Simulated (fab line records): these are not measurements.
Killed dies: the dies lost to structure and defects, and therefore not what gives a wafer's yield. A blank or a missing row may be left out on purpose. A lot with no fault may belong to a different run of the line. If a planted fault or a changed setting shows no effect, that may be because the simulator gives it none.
A struck lot beside a sound one + flow sky130 + 44 steps out of a route of 708
Sound: wafers L592.2, L592.3, L592.4. Wafers struck: L612.1, L612.5, L612.6. At the end, the cause is stated.
At each step with rows: each side's tool, then ch and its chambers, then its first start. Under that, the readings that differ: sound wafers + struck wafers + difference of the means + sigmas: that difference in standard deviations of wafers without a fault.
alike: same words and numbers on both sides, and readings whose means sit less than 2 such deviations apart. not compared: any withheld reading, any reading some wafer has no value for, any bound like >300 that may hide the same value, and any number with overlapping values for which the record gives no deviation.
The two part at a step that has a row with sigmas, a row that says differs or no value, or rows on one side only. Numbers that have no deviation but don't overlap get no sigmas and don't part them. A reading missing from all wafers of one side parts the sides only when that side holds two or more wafers.

first, 4 steps without rows for these wafers: SKY_LDD_LDN_SOFTBAKE_03 (time 60 s); SKY_LDD_LDN_EXPOSE_04 (exposes mask LDNTM, target cd 700 nm); SKY_LDD_LDN_PEB_05; SKY_LDD_LDN_DEVELOP_06 (develop time 60 s).
SKY_LDD_LDN_OVL_MEAS_07:
  sound on overlay-01, day 23 04:32; struck on overlay-02, day 30 04:53
  alike: LDD_LDN_OVL
then, 4 steps without rows for these wafers: SKY_LDD_LDN_IMPLANT_08; SKY_LDD_LDN_IMPLANT_09; SKY_LDD_LDN_IMPLANT_10; SKY_LDD_LDN_IMPLANT_11.
SKY_LDD_LDN_STRIP_12: strips in O2/N2.
  sound on plasma asher-02 ch 0,1, day 23 05:19; struck on plasma asher-01 ch 0,1, day 30 05:31
| reading               | sound             | struck            | difference | sigmas |
|-----------------------|-------------------|-------------------|------------|--------|
| oes product au (a.u.) | 0.705 0.709 0.709 | 0.724 0.708 0.721 | +0.010     | +2     |
  alike: drypump motor current A, strip time to endpoint s
  not compared: rf hours counter h
SKY_LDD_LDN_TW_MEAS_13:
  sound on film metro-03, day 23 05:26; struck on film metro-01, day 30 05:37
  alike: LDD_LDN_TW
then, 1 step without rows for these wafers: SKY_LDD_LDN_CLEAN_14 (cleans in SC1/SC2, time 150 s).
SKY_SPACER_CVD_00: deposits Si3N4 from DCS/NH3, target thk 43.1 nm, time 740 s.
  sound on lpcvd-02 ch 0, day 23 05:41; struck on lpcvd-02 ch 1, day 30 06:47
| reading                                  | sound             | struck            | difference | sigmas |
|------------------------------------------|-------------------|-------------------|------------|--------|
| spike tc centre C (C)                    | 771.0 772.5 771.8 | 781.9 781.6 782.2 | +10.1      | +9     |
| spike tc lower C (C)                     | 771.5 770.0 770.8 | 779.6 779.7 780.8 | +9.3       | +9     |
| spike tc top C (C)                       | 785.0 787.4 787.3 | 799.9 797.9 799.0 | +12.4      | +5     |
| spike tc upper C (C)                     | 771.2 769.5 769.2 | 778.4 779.1 780.7 | +9.4       | +9     |
| susceptor temp C (C)                     | 769.9 770.3 770.1 | 779.6 779.8 779.9 | +9.7       | +28    |
| zone power upper pct (%)                 | 12.3 12.4 12.3    | 13.3 13.5 13.3    | +1.0       | +3     |
| model.Si3N4_of_SPACER_CVD_00.thk nm (nm) | 42.99 42.91 42.99 | 52.18 52.38 51.88 | +9.18      |        |
SKY_SPACER_THK_MEAS_01:
  sound on film metro-01, day 23 06:54; struck on film metro-01, day 30 08:00
| reading                | sound          | struck         | difference | sigmas |
|------------------------|----------------|----------------|------------|--------|
| SPACER_CVD_00_THK (nm) | 43.0 42.9 43.0 | 52.2 52.4 51.9 | +9.2       | +18    |
SKY_SPACER_ETCHBACK_02: etches Si3N4 in CH3F/O2, stops on SiO2, time 46.7 s, target depth 45 nm.
  sound on rie diel-03 ch 1,2,3, day 23 06:57; struck on rie diel-03 ch 0,1,2, day 30 08:04
| reading                  | sound             | struck            | difference | sigmas |
|--------------------------|-------------------|-------------------|------------|--------|
| oes product au (a.u.)    | 0.854 0.848 0.855 | 0.954 0.965 0.953 | +0.105     | +14    |
| model.etch.depth nm (nm) | 42.99 42.91 42.99 | 52.18 52.38 51.88 | +9.18      |        |
  alike: drypump motor current A, rf fwd power W, throttle valve pct
  not compared: rf hours counter h
then, 8 steps without rows for these wafers: SKY_POLY_CUT_DEHYDRATE_00 (time 60 s); SKY_POLY_CUT_HMDS_01 (prime time 60 s); SKY_POLY_CUT_COAT_02 (resist thk 60 nm); SKY_POLY_CUT_COAT_03 (resist thk 450 nm); SKY_POLY_CUT_SOFTBAKE_04 (time 90 s); SKY_POLY_CUT_EXPOSE_05 (exposes mask NPCM, target cd 270 nm); SKY_POLY_CUT_PEB_06; SKY_POLY_CUT_DEVELOP_07 (develop time 60 s).
SKY_POLY_CUT_CD_MEAS_08: the cd target is 270 nm.
  sound on cd sem-02, day 24 12:48; struck on cd sem-01, day 31 12:14
  alike: cd nm
SKY_POLY_CUT_OVL_MEAS_09:
  sound on overlay-02, day 24 12:55; struck on overlay-02, day 31 12:21
  alike: POLY_CUT_OVL
SKY_POLY_CUT_ETCH_10: etches BARC in N2/H2, stops on SiO2, time 45.9 s, target depth 60 nm.
  sound on rie diel-01 ch 1,2, day 24 12:56; struck on rie diel-01 ch 0,2,3, day 31 12:23
  alike: drypump motor current A, oes product au, rf fwd power W, throttle valve pct
  not compared: rf hours counter h
SKY_POLY_CUT_ETCH_11: etches Si3N4 in CF4/CH2F2/Ar, stops on poly-Si, time 42.5 s, target depth 60 nm.
  sound on rie diel-01 ch 1,2, day 24 12:59; struck on rie diel-01 ch 0,2,3, day 31 12:26
  alike: drypump motor current A, oes product au, rf fwd power W, throttle valve pct
  not compared: rf hours counter h
SKY_POLY_CUT_STRIP_12: strips in O2/N2.
  sound on plasma asher-03 ch 0,1, day 24 13:01; struck on plasma asher-03 ch 0,1, day 31 12:28
  alike: drypump motor current A, oes product au, strip time to endpoint s
  not compared: rf hours counter h
then, 7 steps without rows for these wafers: SKY_SD_P_DEHYDRATE_00 (time 60 s); SKY_SD_P_HMDS_01 (prime time 60 s); SKY_SD_P_COAT_02 (resist thk 1140 nm); SKY_SD_P_SOFTBAKE_03 (time 60 s); SKY_SD_P_EXPOSE_04 (exposes mask PSDM, target cd 380 nm); SKY_SD_P_PEB_05; SKY_SD_P_DEVELOP_06 (develop time 58.29 s).
SKY_SD_P_CD_MEAS_07: the cd target is 380 nm.
  sound on cd sem-02, day 25 18:51; struck on cd sem-01, day 32 15:56
  alike: cd nm
SKY_SD_P_OVL_MEAS_08:
  sound on overlay-02, day 25 18:58; struck on overlay-01, day 32 16:04
  alike: SD_P_OVL
following that, these wafers have no rows for 1 step: SKY_SD_P_IMPLANT_09.
SKY_SD_P_STRIP_10: strips in O2/N2.
  sound on plasma asher-04 ch 0,1, day 25 19:08; struck on plasma asher-02 ch 0,1, day 32 16:14
| reading                     | sound       | struck      | difference | sigmas |
|-----------------------------|-------------|-------------|------------|--------|
| drypump motor current A (A) | 5.7 5.7 5.2 | 6.5 6.5 6.3 | +0.9       | +2     |
  alike: oes product au, strip time to endpoint s
  not compared: rf hours counter h
SKY_SD_P_TW_MEAS_11:
  sound on film metro-04, day 25 19:15; struck on film metro-04, day 32 16:20
  alike: SD_P_TW
then, 2 steps without rows for these wafers: SKY_RES_XHIGH_DEHYDRATE_00 (time 60 s); SKY_RES_XHIGH_HMDS_01 (prime time 60 s).
-- the record jumps here: 2 days lie between the struck wafers' starts before and after (it left off in module RES_XHIGH and takes up again in module SALICIDE, whose first step shown is number 361 of the route) --
SKY_SALICIDE_CLEAN_00: cleans in HF-last, time 30 s.
  sound on wet bench-01 ch 3, day 28 06:29; struck on wet bench-03 ch 1, day 34 21:50
| reading                                  | sound             | struck          | difference | sigmas |
|------------------------------------------|-------------------|-----------------|------------|--------|
| model.Si3N4_of_SPACER_CVD_00.thk nm (nm) | 42.01 41.94 42.02 | 51.2 51.4 50.89 | +9.2       |        |
-- the record jumps here: 16 days lie between the struck wafers' starts before and after (it left off in module SALICIDE and takes up again in module PAD_OPEN, whose first step shown is number 708 of the route) --
SKY_PAD_OPEN_PROBE_99:
  sound on prober-02, day 46 06:15; struck on prober-02, day 50 15:41
| reading                                 | sound             | struck            | difference | sigmas |
|-----------------------------------------|-------------------|-------------------|------------|--------|
| model.etest.pfet_01v8.r on ohm um       | 2934 2959 2934    | 3176 3192 3138    | +226       |        |
| model.etest.nfet g5v0d10v5.r on ohm um  | 1934 1946 1908    | 2017 1973 1974    | +59        |        |
| model.etest.sonos uncharged.r on ohm um | 816.5 824 813.1   | 884.3 874 869.9   | +58.2      |        |
| model.etest.pfet_01v8.drive ua um       | 190.1 188.3 190.2 | 176.5 176.7 178.4 | -12.3      |        |
| model.etest.pfet_01v8_hvt.drive ua um   | 141.5 141.4 140.9 | 129.6 130.4 133.6 | -10.1      |        |
| model.etest.sram pfet latch.drive ua um | 135.4 142.6 142.5 | 126 128.9 131.3   | -11        |        |
| model.etest.pfet_01v8_mvt.drive ua um   | 149.6 148.6 149.4 | 142.4 144.4 145.8 | -5.0       |        |
| model.etest.pfet_01v8_lvt.drive ua um   | 175.9 174.9 176.9 | 165.9 166.8 170.8 | -8.1       |        |

## WHERE THEY PART
Last at SKY_SD_P_STRIP_10 as far as this record goes, first at SKY_LDD_LDN_STRIP_12. Later steps at which nothing parts them and some readings are alike: SKY_SD_P_TW_MEAS_11.

WHY: what the simulator had put in
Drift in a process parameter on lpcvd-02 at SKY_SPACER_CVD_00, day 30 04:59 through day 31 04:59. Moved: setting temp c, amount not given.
